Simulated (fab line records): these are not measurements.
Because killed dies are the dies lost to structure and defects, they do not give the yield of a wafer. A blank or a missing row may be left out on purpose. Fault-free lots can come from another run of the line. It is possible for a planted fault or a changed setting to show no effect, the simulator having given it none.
One fault seen from 2 desks | flow gf180mcu | only its own numbers are on each desk; what lay behind them is given at the end

== TOOL OWNER'S DESK, pvd_sputter-02 ==
The tool's own readings at GF_CONTACT_SPUTTER_22 (material Ti, target thk 15 nm, time 80.02 s): means of the sampled wafers that have a number, for each lot that ran on this tool. Any lot whose mean is over 4 standard deviations away from the usual mean is out of limits and marked OUT; that distance is given in the brackets.
Columns: A = chamber_pressure_pa at GF_CONTACT_SPUTTER_22, usual 5.001 Pa; B = throttle_valve_pct at GF_CONTACT_SPUTTER_22, usual 30.2 %
lot  | first seen here | A               | B
L170 | day 17 12:06    | 5.000           | 30.5
L177 | day 19 16:43    | 4.592 (-42) OUT | 31.7
L189 | day 23 21:40    | 5.018           | 30.0
Finding of this desk: L177 out of limits; the first was L177 at day 19 16:43, on chamber_pressure_pa at GF_CONTACT_SPUTTER_22. Within limits: L170, L189.

== FROM THE METROLOGY DESK ==
What the gauges read, lot by lot, whatever tool the lot ran on: means of the sampled wafers that have a number. Any lot whose mean is over 4 standard deviations away from the usual mean is out of limits and marked OUT; that distance is given in the brackets.
Columns: A = cd_nm at GF_CONTACT_CD_MEAS_14, usual 220.1 nm; B = CONTACT_OVL at GF_CONTACT_OVL_MEAS_15, usual 3 nm
lot  | first seen here | A     | B
L170 | day 17 11:32    | 218.9 | 6
L177 | day 19 16:07    | 220.7 | -1
L187 | day 23 04:34    | 219.2 | 9
L189 | day 23 21:03    | 218.3 | 1
L190 | day 24 09:54    | 221.3 | 0
Result from this desk: across the 5 lots, nothing is out of limits.

== BROUGHT TOGETHER ==
An alarm could have come from the tool owner's desk at day 19 16:43, on L177.
At the metrology desk, nothing out of limits was observed.
The metrology desk holds a record of L177, inside its limits.
Of the lots named, all ran GF_CONTACT_SPUTTER_22 on pvd_sputter-02.

== WHAT THE SIMULATOR PUT IN ==
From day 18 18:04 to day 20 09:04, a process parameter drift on pvd_sputter-02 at GF_CONTACT_SPUTTER_22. Setting chamber_pressure_pa, moved by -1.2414, from 5. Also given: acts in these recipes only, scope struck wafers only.
Struck lots among those shown: L177.
Hours from the fault's start to each desk's first reading out of limits: the tool owner's desk, 23.
